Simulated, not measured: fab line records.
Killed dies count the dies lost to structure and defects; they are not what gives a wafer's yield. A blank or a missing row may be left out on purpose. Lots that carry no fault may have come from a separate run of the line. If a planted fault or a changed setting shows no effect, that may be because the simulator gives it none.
Which tool is to blame? + flow gf180mcu + 20 wafers from 7 lots sampled at 3 of the route's 602 steps

== WHAT THE GAUGES SHOWED, per wafer ==
GF_V5_CD_MEAS_14 targets a cd of 260 nm.
| lot  | measured     | on        | cd-nm (nm)        |
|------|--------------|-----------|-------------------|
| L873 | day 27 15:53 | cd-sem-02 | 261.6 260.4 260.0 |
| L876 | day 28 22:02 | cd-sem-02 | 261.5 259.6 260.1 |
| L878 | day 29 09:17 | cd-sem-02 | 259.4 260.3 259.8 |
| L880 | day 29 19:49 | cd-sem-01 | 294.6 295.0       |
| L885 | day 31 09:50 | cd-sem-01 | 259.7 260.9 261.6 |
| L887 | day 31 23:35 | cd-sem-01 | 261.0 260.8 259.5 |
| L893 | day 33 05:09 | cd-sem-02 | 257.9 259.6 259.1 |

== EACH LOT AND THE TOOL THAT RAN IT (in order: tool; ch and the chambers of the sampled wafers; start) ==
| lot  | GF_V5_CVD_02                    | GF_V5_EXPOSE_11                   |
|------|---------------------------------|-----------------------------------|
| L873 | pecvd-04 ch 1,2, day 26 19:26   | krf-scanner-01 ch 0, day 27 06:25 |
| L876 | pecvd-04 ch 0,1,2, day 28 01:38 | krf-scanner-02 ch 0, day 28 12:23 |
| L878 | pecvd-03 ch 0,2, day 28 13:25   | krf-scanner-02 ch 0, day 28 23:50 |
| L880 | pecvd-02 ch 0,2, day 29 00:04   | krf-scanner-02 ch 0, day 29 10:07 |
| L885 | pecvd-02 ch 0,1,2, day 30 15:04 | krf-scanner-01 ch 0, day 31 00:46 |
| L887 | pecvd-02 ch 0,1,2, day 31 05:26 | krf-scanner-01 ch 0, day 31 15:14 |
| L893 | pecvd-03 ch 0,1, day 32 11:40   | krf-scanner-01 ch 0, day 32 21:10 |
- GF_V5_CVD_02: deposits SiO2 from TEOS, target thk 1450 nm, time 163.28 s.
- GF_V5_EXPOSE_11: exposes mask Via5, target cd 260 nm.

== THE ANSWER, worked out from the rows above alone ==
Rule: usual is defined by the lots themselves. The widest of any qualifying gaps counts: lots, ordered by their means at a reading, are off when they make up no more than a third of the lots, leave a main group of 4 or more, and stand apart from it by 3 or more times the standard deviation of that group's means. The tables above print the reading to a certain number of digits; a main group whose means all agree to those digits is not used. Also off: a lot with no number at a reading for which 4 or more lots have one. The other lots that the step has rows for count as sound.
Off, at GF_V5_CD_MEAS_14 on cd-nm: L880. The main group: mean 260.2 nm, standard deviation 0.65.
If a tool, at a process step before that reading, ran all the lots that are off and no sound lot after the first of them, it fits. Those tools and the gauges at GF_V5_CD_MEAS_14 are tried in the same way. One fits: krf-scanner-02 at GF_V5_EXPOSE_11. Its last sound lot is L878 (day 28 23:50), its first lot that is off L880 (day 29 10:07): a fault that began between those two fits.

== WHAT HAD BEEN PUT IN BY THE SIMULATOR ==
Process parameters drifting: krf-scanner-02 at GF_V5_EXPOSE_11, beginning at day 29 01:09. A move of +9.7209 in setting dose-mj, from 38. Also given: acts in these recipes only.
Shown lots that were struck: L880. The same result came from the rule above.
